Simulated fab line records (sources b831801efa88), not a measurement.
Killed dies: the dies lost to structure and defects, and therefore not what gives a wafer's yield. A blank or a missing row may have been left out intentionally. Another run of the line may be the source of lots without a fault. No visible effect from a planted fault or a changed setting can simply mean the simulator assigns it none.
Chamber matching ; flow gf180mcu ; 4 sister chambers for GF_SAB_ETCH_11 on rie_diel-03
The step etches SiO2 in C4F8/O2/Ar, target depth 55 nm, time 8.5 s. 8 wafers are shown with their chamber, then 11 later ones without.

EACH WAFER AND ITS CHAMBER
wafer;chamber;oes_product_au (a.u.)
L078.4;3;0.993
L078.6;3;0.996
L079.2;1;1.009
L079.5;2;1.000
L079.6;1;1.008
L081.4;2;1.000
L081.6;0;0.982
L084.1;0;0.968

WAFERS WITHOUT THEIR CHAMBER
wafer;oes_product_au (a.u.)
L084.3;0.996
L084.6;0.977
L087.3;1.010
L087.4;0.998
L087.5;0.998
L091.1;1.000
L091.2;0.995
L091.5;0.994
L095.2;0.996
L095.4;0.989
L095.5;0.995

WHICH CHAMBER EACH ONE RAN IN
wafer;from the rows above;in truth
L084.3;can't be placed: 3 or 2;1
L084.6;0;0
L087.3;can't be placed: 1 or 2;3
L087.4;can't be placed: 2 or 3 or 1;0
L087.5;can't be placed: 2 or 3 or 1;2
L091.1;can't be placed: 2 or 3 or 1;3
L091.2;can't be placed: 3 or 2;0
L091.5;can't be placed: 3 or 2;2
L095.2;can't be placed: 3 or 2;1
L095.4;can't be placed: 3 or 2 or 0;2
L095.5;can't be placed: 3 or 2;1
Correct placement for 1 of the 11. Not placeable from these rows: 10 (in 4, the candidates include the true chamber). Number placed wrongly: 0.
How it was worked out, from the rows above alone: a wafer's distance from a chamber is the root of the sum, over the readings, of the square of ((its reading less the chamber's mean) divided by the reading's scatter). If the next closest chamber is less than 2 further off than the closest, the wafer can't be placed; otherwise it belongs to the closest. The mean given for a chamber averages the wafers shown for that chamber. The scatter: take each reading less its chamber's mean, square it, sum over the shown wafers, divide by the number of wafers less the number of chambers, and take the root.
